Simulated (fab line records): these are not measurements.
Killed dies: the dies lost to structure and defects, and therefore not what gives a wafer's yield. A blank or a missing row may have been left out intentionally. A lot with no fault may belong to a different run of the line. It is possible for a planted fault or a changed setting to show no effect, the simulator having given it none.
fab line records | flow sky130
record lots=6 | wafers=18 | last_day=50
route steps=708 shown VIA1@467 PAD_OPEN@708
lots that met no fault: taken from a fault-free run of the same line
start_h: the number of hours between the record's first day and the start of the first shown wafer of the lot | wait_h: time in hours since the lot's previous step | " identical to the entry in the row above | L1.1+2: several wafers, shown together as one row | - either no value or no given start | * or withheld: withheld | < > ~ a bound
route shown NAME@n: a module of which the file shows steps, and the number in the route of the first | usual: mean/standard deviation of fault-free wafers | same: alike in all rows | chamber/n: place in a boat | sites: per-site readings | _std_site: how widely they spread, as a standard deviation | _edge_site: outer sites' mean less inner sites' | radius_mm: how far each site lies from the wafer's centre | mask NAME#n: copy n | behind: tool/chamber where the wafer was last shaped | hold: why the lot was held/for how many hours/how that ended | device: names the non-switching transistor (n, p or np) | end of line: tests run on the same wafers once the route is complete | a step with no rows: only its recipe | killed: dies lost to structure and defects at the first sort, not the wafer's yield | map: a wafer's dies, marking killed ones x, the rest . and places with no die _
set.NAME: the run value of the setting; set.NAME@STEP: its run value at that earlier step | model.NAME: the simulator's own value behind a step, which no gauge read
lots seen at some steps along the route; tables by step, rows by wafer
services: the hour from which a tool's chamber was out of use, counted from the record's first day as start_h (under 0 if before that day), plus the number of hours and why
## steps
# step SKY_VIA1_EXPOSE_09
# recipe mask_id=VIM | na=0.8 | source_shape=annular | sigma_inner=0.55 | sigma_outer=0.85 | target_cd_nm=150 | dose_mj=38
# step SKY_VIA1_PEB_10
# recipe peb_temp_c=withheld | peb_time_s=withheld | resist=KrF-thick
# step SKY_VIA1_DEVELOP_11
# recipe develop_time_s=60 | resist=KrF-thick | dev_temp_c=21
# step SKY_VIA1_CD_MEAS_12
# recipe target_cd_nm=150
# usual cd_nm=150.0/1.7
lot.wafer | tool      | chamber | start_h | wait_h | cd_nm
L151.1    | cd_sem-01 | -       | 809.56  | -      | 148.6
L151.2    | "         | -       | "       | "      | 149.6
L151.4    | "         | -       | "       | "      | 148.1
L156.1    | cd_sem-02 | -       | 855.52  | -      | 152.6
L156.2    | "         | -       | "       | "      | 151.9
L156.5    | "         | -       | "       | "      | 151.9
L158.2    | cd_sem-02 | -       | 865.13  | -      | 152.8
L158.4    | "         | -       | "       | "      | 152.1
L158.5    | "         | -       | "       | "      | 152.9
L160.2    | cd_sem-02 | -       | 884.88  | -      | 147.5
L160.5    | "         | -       | "       | "      | 149.5
L160.6    | "         | -       | "       | "      | 147.6
L166.2    | cd_sem-02 | -       | 930.63  | -      | 151.0
L166.4    | "         | -       | "       | "      | 150.5
L166.6    | "         | -       | "       | "      | 151.7
L171.2    | cd_sem-02 | -       | 958.44  | -      | 151.1
L171.3    | "         | -       | "       | "      | 150.2
L171.6    | "         | -       | "       | "      | 149.4
# step SKY_VIA1_OVL_MEAS_13
# usual VIA1_OVL=-2/4.7
lot.wafer | tool       | chamber | start_h | wait_h | VIA1_OVL[nm]
L151.1    | overlay-02 | -       | 809.68  | 0.1    | 0
L151.2    | "          | -       | "       | "      | 1
L151.4    | "          | -       | "       | "      | 1
L156.1    | overlay-02 | -       | 855.64  | 0.1    | 1
L156.2    | "          | -       | "       | "      | -1
L156.5    | "          | -       | "       | "      | 0
L158.2    | overlay-01 | -       | 865.24  | 0.1    | 1
L158.4    | "          | -       | "       | "      | 5
L158.5    | "          | -       | "       | "      | 4
L160.2    | overlay-01 | -       | 884.99  | 0.1    | 0
L160.5    | "          | -       | "       | "      | 4
L160.6    | "          | -       | "       | "      | 0
L166.2    | overlay-01 | -       | 930.74  | 0.1    | -2
L166.4    | "          | -       | "       | "      | 2
L166.6    | "          | -       | "       | "      | -2
L171.2    | overlay-02 | -       | 958.55  | 0.1    | 0
L171.3    | "          | -       | "       | "      | 1
L171.6    | "          | -       | "       | "      | -5
# step SKY_VIA1_ETCH_14
# recipe chemistry=N2/H2 | target=BARC | ion_energy_ev=200 | source_w=500 | bias_w=100 | pressure_mtorr=30 | n2_flow_sccm=100 | h2_flow_sccm=200 | stop_on=SiO2 | time_s=45.9 | target_depth_a=600
# usual bias_w=100.05/0.28 | drypump_motor_current_A=5.7/0.44 | oes_product_au=0.855/0.0053 | throttle_valve_pct=13.226/0.0085
lot.wafer | tool        | chamber | start_h | wait_h | bias_w | drypump_motor_current_A | oes_product_au | rf_hours_counter_h | throttle_valve_pct
L151.1    | rie_diel-04 | 2       | 809.71  | 0.0    | 100.20 | 5.2                     | 0.851          | 4                  | 13.236
L151.2    | "           | 3       | "       | "      | 100.33 | 5.6                     | 0.861          | 8                  | 13.219
L151.4    | "           | 0       | "       | "      | 100.06 | 5.3                     | 0.862          | 14                 | 13.224
L156.1    | rie_diel-01 | 2       | 855.68  | 0.0    | 100.01 | 6.0                     | 0.862          | 8                  | 13.237
L156.2    | "           | 0       | "       | "      | 100.07 | 5.4                     | 0.859          | 2                  | 13.236
L156.5    | "           | 3       | "       | "      | 99.95  | 6.2                     | 0.854          | -                  | 13.222
L158.2    | rie_diel-03 | 1       | 865.27  | 0.0    | 99.98  | 4.9                     | 0.842          | 14                 | 13.225
L158.4    | "           | 3       | "       | "      | 100.31 | 6.1                     | 0.853          | -                  | 13.217
L158.5    | "           | 2       | "       | "      | 99.72  | 5.7                     | 0.857          | -                  | 13.223
L160.2    | rie_diel-03 | 2       | 885.02  | 0.0    | 99.81  | 5.7                     | 0.860          | 9                  | 13.228
L160.5    | "           | 2       | "       | "      | 100.56 | 5.7                     | 0.851          | -                  | 13.230
L160.6    | "           | 1       | "       | "      | 99.71  | 4.9                     | 0.864          | -                  | 13.228
L166.2    | rie_diel-03 | 3       | 930.77  | 0.0    | 99.80  | 6.1                     | 0.850          | 23                 | 13.220
L166.4    | "           | 2       | "       | "      | 100.25 | 5.7                     | 0.852          | -                  | 13.219
L166.6    | "           | 0       | "       | "      | 100.19 | 6.5                     | 0.856          | -                  | 13.230
L171.2    | rie_diel-03 | 3       | 958.58  | 0.0    | 100.25 | 6.1                     | 0.859          | 24                 | 13.230
L171.3    | "           | 0       | "       | "      | 100.37 | 6.5                     | 0.859          | 2                  | 13.224
L171.6    | "           | 1       | "       | "      | 99.84  | 4.9                     | 0.852          | -                  | 13.225
# step SKY_VIA1_ETCH_15
# recipe target=SiO2 | chemistry=C4F8/O2/Ar | target_depth_nm=351 | stop_on=TiN | mask_material=KrF-thick | source_w=1500 | bias_w=1200 | pressure_mtorr=40 | c4f8_flow_sccm=withheld | O2_flow_sccm=6 | Ar_flow_sccm=300 | time_s=54
# usual bias_w=1199/3.6 | oes_product_au=0.980/0.0056
lot.wafer | tool        | chamber | start_h | wait_h | bias_w | oes_product_au | rf_hours_counter_h
L151.1    | rie_diel-04 | 2       | 809.76  | 0.0    | 1198   | 0.978          | 4
L151.2    | "           | 3       | "       | "      | 1194   | 0.982          | 8
L151.4    | "           | 0       | "       | "      | 1195   | 0.987          | 14
L156.1    | rie_diel-01 | 2       | 855.72  | 0.0    | 1198   | 0.978          | 8
L156.2    | "           | 0       | "       | "      | 1201   | 0.986          | 2
L156.5    | "           | 3       | "       | "      | 1199   | 0.985          | -
L158.2    | rie_diel-03 | 1       | 865.31  | 0.0    | 1197   | 0.986          | 14
L158.4    | "           | 3       | "       | "      | 1203   | 0.985          | -
L158.5    | "           | 2       | "       | "      | 1199   | 0.971          | -
L160.2    | rie_diel-03 | 2       | 885.06  | 0.0    | 1199   | 0.975          | 10
L160.5    | "           | 2       | "       | "      | 1199   | 0.979          | -
L160.6    | "           | 1       | "       | "      | 1198   | 0.982          | -
L166.2    | rie_diel-03 | 3       | 930.81  | 0.0    | 1200   | 0.977          | 23
L166.4    | "           | 2       | "       | "      | 1195   | 0.979          | -
L166.6    | "           | 0       | "       | "      | 1199   | 0.986          | -
L171.2    | rie_diel-03 | 3       | 958.62  | 0.0    | 1198   | 0.983          | 24
L171.3    | "           | 0       | "       | "      | 1200   | 0.986          | 2
L171.6    | "           | 1       | "       | "      | 1200   | 0.980          | -
# step SKY_VIA1_STRIP_16
# recipe chemistry=O2/N2 | power_w=1400 | pressure_mtorr=1500 | platen_temp_c=withheld | o2_flow_sccm=3000 | n2_flow_sccm=300 | overash_fraction=0.5
# usual drypump_motor_current_A=5.8/0.54 | oes_product_au=0.415/0.0044 | strip_time_to_endpoint_s=4.462/0.023
lot.wafer | tool            | chamber | start_h | wait_h | drypump_motor_current_A | oes_product_au | rf_hours_counter_h | strip_time_to_endpoint_s
L151.1    | plasma_asher-01 | 1       | 809.80  | 0.0    | 4.8                     | 0.417          | 6                  | 4.473
L151.2    | "               | 0       | "       | "      | 6.3                     | 0.417          | 6                  | 4.473
L151.4    | "               | 0       | "       | "      | 6.3                     | 0.417          | -                  | 4.467
L156.1    | plasma_asher-01 | 1       | 855.77  | 0.0    | 4.8                     | 0.412          | 10                 | 4.477
L156.2    | "               | 0       | "       | "      | 6.3                     | 0.412          | 10                 | 4.449
L156.5    | "               | 0       | "       | "      | 6.3                     | 0.413          | -                  | 4.462
L158.2    | plasma_asher-03 | 1       | 865.35  | 0.0    | 5.4                     | 0.413          | 71                 | 4.457
L158.4    | "               | 0       | "       | "      | 6.1                     | 0.418          | -                  | 4.461
L158.5    | "               | 1       | "       | "      | 5.3                     | 0.421          | -                  | 4.503
L160.2    | plasma_asher-03 | 0       | 885.10  | 0.0    | 6.2                     | 0.416          | 73                 | 4.471
L160.5    | "               | 0       | "       | "      | 6.2                     | 0.413          | -                  | 4.478
L160.6    | "               | 1       | "       | "      | 5.3                     | 0.411          | -                  | 4.412
L166.2    | plasma_asher-03 | 1       | 930.85  | 0.0    | 5.4                     | 0.407          | 77                 | 4.473
L166.4    | "               | 0       | "       | "      | 6.2                     | 0.421          | -                  | 4.451
L166.6    | "               | 0       | "       | "      | 6.2                     | 0.413          | -                  | 4.430
L171.2    | plasma_asher-01 | 0       | 958.67  | 0.0    | 6.3                     | 0.417          | 20                 | 4.511
L171.3    | "               | 1       | "       | "      | 4.8                     | 0.418          | -                  | 4.480
L171.6    | "               | 1       | "       | "      | 4.8                     | 0.420          | -                  | 4.504
# step SKY_VIA1_STRIP_17
# recipe chemistry=post_etch_residue_remover | time_s=1200 | temp_c=72.5
# step SKY_VIA1_CLEAN_18
# recipe chemistry=IPA | time_s=180 | temp_c=25
# step SKY_VIA1_CLEAN_19
# recipe chemistry=O3/DIW | dry=n2_spin
# step SKY_VIA1_SPUTTER_20
# recipe material=TiN | target_thk_nm=20 | chamber_pressure_pa=5 | power_w=4000 | time_s=80
# usual throttle_valve_pct=30.1/1.3
lot.wafer | tool           | chamber | start_h | wait_h | throttle_valve_pct
L151.1    | pvd_sputter-04 | -       | 810.43  | 0.0    | 28.0
L151.2    | "              | -       | "       | "      | 31.4
L151.4    | "              | -       | "       | "      | 30.3
L156.1    | pvd_sputter-04 | -       | 856.40  | 0.0    | 28.4
L156.2    | "              | -       | "       | "      | 31.8
L156.5    | "              | -       | "       | "      | 32.3
L158.2    | pvd_sputter-01 | -       | 865.95  | 0.0    | 28.8
L158.4    | "              | -       | "       | "      | 28.0
L158.5    | "              | -       | "       | "      | 29.3
L160.2    | pvd_sputter-01 | -       | 887.00  | 0.0    | 28.4
L160.5    | "              | -       | "       | "      | 28.3
L160.6    | "              | -       | "       | "      | 31.5
L166.2    | pvd_sputter-04 | -       | 931.49  | 0.0    | 30.6
L166.4    | "              | -       | "       | "      | 32.4
L166.6    | "              | -       | "       | "      | 32.8
L171.2    | pvd_sputter-04 | -       | 959.26  | 0.0    | 32.4
L171.3    | "              | -       | "       | "      | 28.1
L171.6    | "              | -       | "       | "      | 30.5
# step SKY_VIA1_CVD_21
# recipe material=W | target_thk_nm=270 | time_s=80.902 | temp_c=400 | pressure_torr=40
# usual heater_power_w=928/86
lot.wafer | tool     | chamber | start_h | wait_h | heater_power_w | model.W_of_VIA1_CVD_21.thk_nm
L151.1    | cvd_w-02 | 1       | 810.50  | 0.0    | 895            | 271.2
L151.2    | "        | 0       | "       | "      | 812            | 267.4
L151.4    | "        | 0       | "       | "      | 792            | 269.7
L156.1    | cvd_w-01 | 0       | 856.46  | 0.0    | 988            | 255.7
L156.2    | "        | 1       | "       | "      | 1082           | 270.6
L156.5    | "        | 1       | "       | "      | 1071           | 270.6
L158.2    | cvd_w-01 | 0       | 866.01  | 0.0    | 971            | 256.7
L158.4    | "        | 1       | "       | "      | 1081           | 272
L158.5    | "        | 1       | "       | "      | 1103           | 270.2
L160.2    | cvd_w-02 | 0       | 887.06  | 0.0    | 814            | 271.2
L160.5    | "        | 1       | "       | "      | 913            | 271.3
L160.6    | "        | 0       | "       | "      | 807            | 271
L166.2    | cvd_w-02 | 1       | 931.55  | 0.0    | 946            | 272.1
L166.4    | "        | 1       | "       | "      | 911            | 270.6
L166.6    | "        | 0       | "       | "      | 790            | 272.4
L171.2    | cvd_w-01 | 1       | 959.32  | 0.0    | 957            | 272.1
L171.3    | "        | 1       | "       | "      | 975            | 274.6
L171.6    | "        | 0       | "       | "      | 946            | 269.8
# step SKY_VIA1_RS_MEAS_22
# recipe thk_meas_gauge=four-point-probe | reads=W_of_VIA1_CVD_21+TiN_of_VIA1_SPUTTER_20
# usual VIA1_W_RS=0.426/0.0036
lot.wafer | tool          | chamber | start_h | wait_h | hold                     | VIA1_W_RS[ohm/sq]
L151.1    | film_metro-02 | -       | 810.59  | 0.1    | -                        | 0.425
L151.2    | "             | -       | "       | "      | -                        | 0.430
L151.4    | "             | -       | "       | "      | -                        | 0.427
L156.1    | film_metro-02 | -       | 856.55  | 0.1    | await_dispo/0.2h/release | 0.451
L156.2    | "             | -       | "       | "      | await_dispo/0.2h/release | 0.424
L156.5    | "             | -       | "       | "      | await_dispo/0.2h/release | 0.426
L156.1    | film_metro-02 | -       | 856.84  | 0.3    | -                        | 0.451
L156.2    | "             | -       | "       | "      | -                        | 0.424
L156.5    | "             | -       | "       | "      | -                        | 0.425
L158.2    | film_metro-02 | -       | 866.12  | 0.1    | await_dispo/0.2h/release | 0.448
L158.4    | "             | -       | "       | "      | await_dispo/0.2h/release | 0.424
L158.5    | "             | -       | "       | "      | await_dispo/0.2h/release | 0.426
L158.2    | film_metro-02 | -       | 866.41  | 0.3    | -                        | 0.448
L158.4    | "             | -       | "       | "      | -                        | 0.423
L158.5    | "             | -       | "       | "      | -                        | 0.426
L160.2    | film_metro-01 | -       | 887.18  | 0.1    | -                        | 0.426
L160.5    | "             | -       | "       | "      | -                        | 0.425
L160.6    | "             | -       | "       | "      | -                        | 0.425
L166.2    | film_metro-03 | -       | 931.66  | 0.1    | -                        | 0.423
L166.4    | "             | -       | "       | "      | -                        | 0.425
L166.6    | "             | -       | "       | "      | -                        | 0.423
L171.2    | film_metro-02 | -       | 959.43  | 0.1    | -                        | 0.423
L171.3    | "             | -       | "       | "      | -                        | 0.419
L171.6    | "             | -       | "       | "      | -                        | 0.427
# step SKY_VIA1_THK_MEAS_23
# recipe thk_meas_gauge=xrf | reads=W_of_VIA1_CVD_21
# usual VIA1_W_THK=267.2/2.7
lot.wafer | tool          | chamber | start_h | wait_h | hold                     | VIA1_W_THK[nm]
L151.1    | film_metro-02 | -       | 810.71  | 0.1    | -                        | 268.8
L151.2    | "             | -       | "       | "      | -                        | 265.4
L151.4    | "             | -       | "       | "      | -                        | 267.1
L156.1    | film_metro-02 | -       | 858.91  | 2.1    | await_dispo/0.2h/release | 251.9
L156.2    | "             | -       | "       | "      | await_dispo/0.2h/release | 265.6
L156.5    | "             | -       | "       | "      | await_dispo/0.2h/release | 265.3
L156.1    | film_metro-02 | -       | 859.14  | 0.2    | -                        | 250.8
L156.2    | "             | -       | "       | "      | -                        | 266.3
L156.5    | "             | -       | "       | "      | -                        | 267.0
L158.2    | film_metro-02 | -       | 867.76  | 1.3    | await_dispo/0.2h/release | 253.3
L158.4    | "             | -       | "       | "      | await_dispo/0.2h/release | 268.2
L158.5    | "             | -       | "       | "      | await_dispo/0.2h/release | 267.2
L158.2    | film_metro-02 | -       | 867.99  | 0.2    | -                        | 254.9
L158.4    | "             | -       | "       | "      | -                        | 269.1
L158.5    | "             | -       | "       | "      | -                        | 266.9
L160.2    | film_metro-01 | -       | 887.29  | 0.1    | -                        | 266.8
L160.5    | "             | -       | "       | "      | -                        | 267.2
L160.6    | "             | -       | "       | "      | -                        | 266.5
L166.2    | film_metro-03 | -       | 931.77  | 0.1    | -                        | 268.7
L166.4    | "             | -       | "       | "      | -                        | 267.9
L166.6    | "             | -       | "       | "      | -                        | 268.9
L171.2    | film_metro-02 | -       | 959.54  | 0.1    | -                        | 270.5
L171.3    | "             | -       | "       | "      | -                        | 272.9
L171.6    | "             | -       | "       | "      | -                        | 268.2
# step SKY_VIA1_CMP_24
# recipe stop_on=SiO2 | t_overpolish_s=15 | down_force_psi=3.5 | platen_rpm=60 | target_thk_nm=0 | pad_velocity_m_s=0.94248
# usual edge_zone_pressure_frac=1.001/0.0044 | motor_current_A=11.1/1.5 | platen_rpm=60.00/0.042
lot.wafer | tool   | chamber | start_h | wait_h | hold                     | edge_zone_pressure_frac | motor_current_A | platen_rpm
L151.1    | cmp-02 | 2       | 811.36  | 0.6    | -                        | 0.997                   | 9.8             | 60.04
L151.2    | "      | 0       | "       | "      | -                        | 0.996                   | 12.9            | 59.98
L151.4    | "      | 1       | "       | "      | -                        | 1.003                   | 9.8             | 59.95
L156.1    | cmp-01 | 1       | 865.18  | 6.0    | await_dispo/5.9h/release | 0.999                   | 11.7            | 59.98
L156.2    | "      | 2       | "       | "      | await_dispo/5.9h/release | 0.999                   | 11.6            | 60.03
L156.5    | "      | 0       | "       | "      | await_dispo/5.9h/release | 1.000                   | 11.5            | 59.91
L158.4    | cmp-02 | 2       | 872.63  | 4.6    | await_dispo/4.6h/release | 0.997                   | 9.3             | 59.93
L158.2    | "      | 3       | "       | "      | await_dispo/4.6h/release | 0.997                   | 9.9             | 59.96
L158.5    | "      | 2       | "       | "      | await_dispo/4.6h/release | 1.006                   | 9.5             | 59.97
L160.2    | cmp-02 | 3       | 887.49  | 0.2    | -                        | 1.000                   | 9.4             | 59.99
L160.5    | "      | 0       | "       | "      | -                        | 1.000                   | 12.3            | 60.02
L160.6    | "      | 1       | "       | "      | -                        | 1.008                   | 9.8             | 60.02
L166.4    | cmp-02 | 3       | 931.87  | 0.1    | -                        | 1.002                   | 9.7             | 60.03
L166.2    | "      | 0       | "       | "      | -                        | 0.995                   | 12.0            | 60.01
L166.6    | "      | 3       | "       | "      | -                        | 1.005                   | 9.9             | 59.96
L171.3    | cmp-02 | 2       | 959.69  | 0.1    | -                        | 0.994                   | 9.3             | 59.93
L171.2    | "      | 3       | "       | "      | -                        | 0.999                   | 9.9             | 60.03
L171.6    | "      | 0       | "       | "      | -                        | 1.002                   | 12.9            | 59.98
# step SKY_PAD_OPEN_PROBE_99
# usual defect_limited_yield=82.6/1.8 | killed_at_M0_to_M3=44/6.3 | killed_at_M4_up=2.8/1.7 | killed_at_contacts=25/5.8 | killed_at_front_end=14/4.4 | killed_at_other=0.3/0.49 | killed_dies=86/8.7 | killed_open=48/5.8 | killed_short=38/6 | sort_bin_3_pad_short=0.8/0.39 | sort_bin_5_function=10.4/1.4 | sort_bin_6_memory=6.2/1.1 | sort_n_pass=406/8.7 | sort_yield_pct=82.6/1.8
# same gross_dies=492 | killed_at_back_side=0 | sort_bin_4_leakage[%]=0 | sort_bin_8_speed[%]=0
lot.wafer | tool      | chamber | start_h | wait_h | defect_limited_yield[%] | killed_at_M0_to_M3 | killed_at_M4_up | killed_at_contacts | killed_at_front_end | killed_at_other | killed_dies | killed_open | killed_short | sort_bin_3_pad_short[%] | sort_bin_5_function[%] | sort_bin_6_memory[%] | sort_n_pass | sort_yield_pct[%]
L151.1    | prober-01 | -       | 1092.36 | 0.1    | 83.1                    | 50                 | 1               | 21                 | 11                  | 0               | 83          | 48          | 35           | 0.8                     | 10.0                   | 6.1                  | 409         | 83.1
L151.2    | prober-01 | -       | 1092.41 | 0.1    | 82.1                    | 57                 | 2               | 20                 | 9                   | 0               | 88          | 41          | 47           | 0.8                     | 9.6                    | 7.5                  | 404         | 82.1
L151.4    | prober-01 | -       | 1092.51 | 0.2    | 81.1                    | 53                 | 4               | 21                 | 15                  | 0               | 93          | 51          | 42           | 0.4                     | 11.4                   | 7.1                  | 399         | 81.1
L156.1    | prober-02 | -       | 1124.46 | 0.1    | 81.7                    | 42                 | 3               | 29                 | 15                  | 1               | 90          | 57          | 33           | 0.6                     | 12.2                   | 5.5                  | 402         | 81.7
L156.2    | prober-02 | -       | 1124.51 | 0.1    | 82.3                    | 49                 | 1               | 17                 | 20                  | 0               | 87          | 50          | 37           | 0.2                     | 11.2                   | 6.3                  | 405         | 82.3
L156.5    | prober-02 | -       | 1124.66 | 0.2    | 80.9                    | 39                 | 3               | 37                 | 15                  | 0               | 94          | 43          | 51           | 0.6                     | 11.2                   | 7.3                  | 398         | 80.9
L158.2    | prober-02 | -       | 1132.11 | 0.1    | 81.7                    | 45                 | 1               | 32                 | 11                  | 1               | 90          | 52          | 38           | 0.6                     | 11.6                   | 6.1                  | 402         | 81.7
L158.4    | prober-02 | -       | 1132.21 | 0.2    | 82.1                    | 33                 | 4               | 21                 | 29                  | 1               | 88          | 43          | 45           | 0.8                     | 10.8                   | 6.3                  | 404         | 82.1
L158.5    | prober-02 | -       | 1132.26 | 0.2    | 82.5                    | 49                 | 1               | 27                 | 9                   | 0               | 86          | 47          | 39           | 1.2                     | 11.4                   | 4.9                  | 406         | 82.5
L160.2    | prober-02 | -       | 1146.81 | 0.1    | 85.2                    | 40                 | 0               | 27                 | 6                   | 0               | 73          | 39          | 34           | 0.8                     | 9.1                    | 4.9                  | 419         | 85.2
L160.5    | prober-02 | -       | 1146.96 | 0.2    | 86.2                    | 28                 | 5               | 24                 | 10                  | 1               | 68          | 32          | 36           | 0.6                     | 9.1                    | 4.1                  | 424         | 86.2
L160.6    | prober-02 | -       | 1147.01 | 0.2    | 82.7                    | 42                 | 4               | 24                 | 14                  | 1               | 85          | 50          | 35           | 1.2                     | 10.8                   | 5.3                  | 407         | 82.7
# killed by level:class
L151.1 VIA1:geometric_particle:open=11 CONTACT:geometric_particle:open=11 VIA3:geometric_particle:open=7 VIA2:geometric_particle:short=7 VIA2:geometric_particle:open=7 METAL1:geometric_particle:short=6 POLY_GATE:geometric_particle:open=4 LI_CONTACT:geometric_particle:open=4
L151.2 CONTACT:geometric_particle:open=9 VIA2:geometric_particle:open=9 METAL1:geometric_particle:short=8 VIA3:geometric_particle:short=7 METAL2:geometric_particle:short=6 VIA1:geometric_particle:open=5 VIA2:geometric_particle:short=5 VIA3:geometric_particle:open=5
L151.4 CONTACT:geometric_particle:open=13 METAL1:geometric_particle:short=12 VIA1:geometric_particle:open=11 METAL2:geometric_particle:short=7 VIA1:geometric_particle:short=6 VIA2:geometric_particle:open=5 POLY_GATE:geometric_particle:short=4 LI_CONTACT:geometric_particle:open=4
L156.1 CONTACT:geometric_particle:open=15 VIA1:geometric_particle:open=8 VIA2:geometric_particle:open=6 VIA3:geometric_particle:open=6 LI_CONTACT:geometric_particle:open=5 METAL2:geometric_particle:short=5 FIELD_ISO:geometric_particle:open=4 POLY_GATE:geometric_particle:open=4
L156.2 VIA3:geometric_particle:open=11 METAL2:geometric_particle:short=9 VIA2:geometric_particle:open=8 FIELD_ISO:geometric_particle:short=7 LI_CONTACT:geometric_particle:open=7 FIELD_ISO:geometric_particle:open=6 VIA1:geometric_particle:open=6 CONTACT:geometric_particle:open=4
L156.5 LI_CONTACT:geometric_particle:open=12 CONTACT:geometric_particle:open=11 VIA1:geometric_particle:open=8 CONTACT:geometric_particle:short=7 LOCAL_INTERCONNECT:geometric_particle:short=6 VIA2:geometric_particle:short=5 VIA3:geometric_particle:open=5 FIELD_ISO:geometric_particle:short=4
L158.2 VIA1:geometric_particle:open=13 LI_CONTACT:geometric_particle:open=11 CONTACT:geometric_particle:open=11 METAL1:geometric_particle:short=9 METAL2:geometric_particle:short=5 VIA2:geometric_particle:open=5 FIELD_ISO:geometric_particle:short=4 LOCAL_INTERCONNECT:geometric_particle:short=4
L158.4 VIA1:geometric_particle:open=10 FIELD_ISO:geometric_particle:open=7 CONTACT:geometric_particle:open=7 POLY_GATE:geometric_particle:short=7 CONTACT:geometric_particle:short=6 VIA1:geometric_particle:short=6 FIELD_ISO:geometric_particle:short=5 POLY_GATE:geometric_particle:open=4
L158.5 CONTACT:geometric_particle:open=11 VIA2:geometric_particle:open=9 METAL2:geometric_particle:short=9 VIA1:geometric_particle:open=8 LI_CONTACT:geometric_particle:open=7 FIELD_ISO:geometric_particle:short=5 METAL3:geometric_particle:short=5 VIA1:geometric_particle:short=5
L160.2 VIA1:geometric_particle:open=8 LI_CONTACT:geometric_particle:open=7 CONTACT:geometric_particle:short=7 CONTACT:geometric_particle:open=6 VIA3:geometric_particle:open=6 VIA2:geometric_particle:open=5 METAL1:geometric_particle:short=5 LI_CONTACT:geometric_particle:short=4
L160.5 VIA1:geometric_particle:open=8 CONTACT:geometric_particle:short=7 CONTACT:geometric_particle:open=7 LI_CONTACT:geometric_particle:open=6 VIA1:geometric_particle:short=4 METAL4:geometric_particle:short=4 FIELD_ISO:geometric_particle:short=3 METAL2:geometric_particle:short=3
L160.6 VIA1:geometric_particle:open=16 VIA3:geometric_particle:open=7 LI_CONTACT:geometric_particle:open=6 LOCAL_INTERCONNECT:geometric_particle:short=6 VIA2:geometric_particle:open=6 CONTACT:geometric_particle:open=5 FIELD_ISO:geometric_particle:open=4 METAL4:geometric_particle:short=4
## services
tool            | chamber | start_h | hours | kind
cmp-01          | -       | 787.13  | 6.0   | repair
rie_diel-03     | 2       | 787.84  | 34.4  | repair
plasma_asher-03 | -       | 790.02  | 0.8   | repair
pvd_sputter-01  | -       | 805.42  | 8.1   | repair
pvd_sputter-01  | -       | 806.62  | 2.3   | repair
cmp-02          | -       | 809.96  | 1.1   | repair
cvd_w-01        | -       | 810.00  | 3.8   | pm
cmp-02          | -       | 834.17  | 0.7   | repair
pvd_sputter-04  | -       | 838.53  | 7.8   | repair
plasma_asher-01 | -       | 844.24  | 4.9   | repair
plasma_asher-01 | -       | 850.59  | 5.1   | repair
rie_diel-03     | 1       | 852.12  | 10.9  | repair
cmp-02          | -       | 864.27  | 1.7   | repair
cmp-01          | -       | 874.33  | 4.6   | pm
rie_diel-04     | 1       | 886.10  | 2.6   | repair
cmp-02          | -       | 898.17  | 2.1   | repair
cvd_w-01        | -       | 904.00  | 14.0  | pm
cmp-01          | -       | 912.28  | 4.0   | pm
cmp-01          | -       | 917.64  | 2.4   | repair
rie_diel-04     | 2       | 917.64  | 2.8   | repair
rie_diel-03     | 1       | 918.68  | 7.9   | repair
rie_diel-03     | 1       | 930.28  | 11.1  | repair
plasma_asher-01 | -       | 944.42  | 5.5   | repair
pvd_sputter-01  | -       | 950.32  | 3.3   | repair
## key
first_sign step=SKY_VIA1_RS_MEAS_22 | reading=visit | direction=added
effect step=SKY_VIA1_RS_MEAS_22 | reading=VIA1_W_RS | direction=up | sigmas=6.7 | usual=0.426 | struck=0.450
effect step=SKY_VIA1_THK_MEAS_23 | reading=visit | direction=added
effect step=SKY_VIA1_THK_MEAS_23 | reading=VIA1_W_THK | direction=down | sigmas=5.4 | usual=267.2 | struck=252.6
effect step=SKY_VIA1_CMP_24 | reading=hold | direction=added
model_effect step=SKY_VIA1_CVD_21 | value=W_of_VIA1_CVD_21.thk_nm | without=271 | struck=256.2
met_at SKY_VIA1_CVD_21
struck_wafers L156.1,L158.2
fault kind=process_parameter_drift | tool=cvd_w-01 | chamber=0 | onset_h=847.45 | steps=SKY_VIA1_CVD_21 | channel=target_thk_nm | offset=-14.834 | shape=step | end_h=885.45 | acts_in=these_recipes_only | stated=270
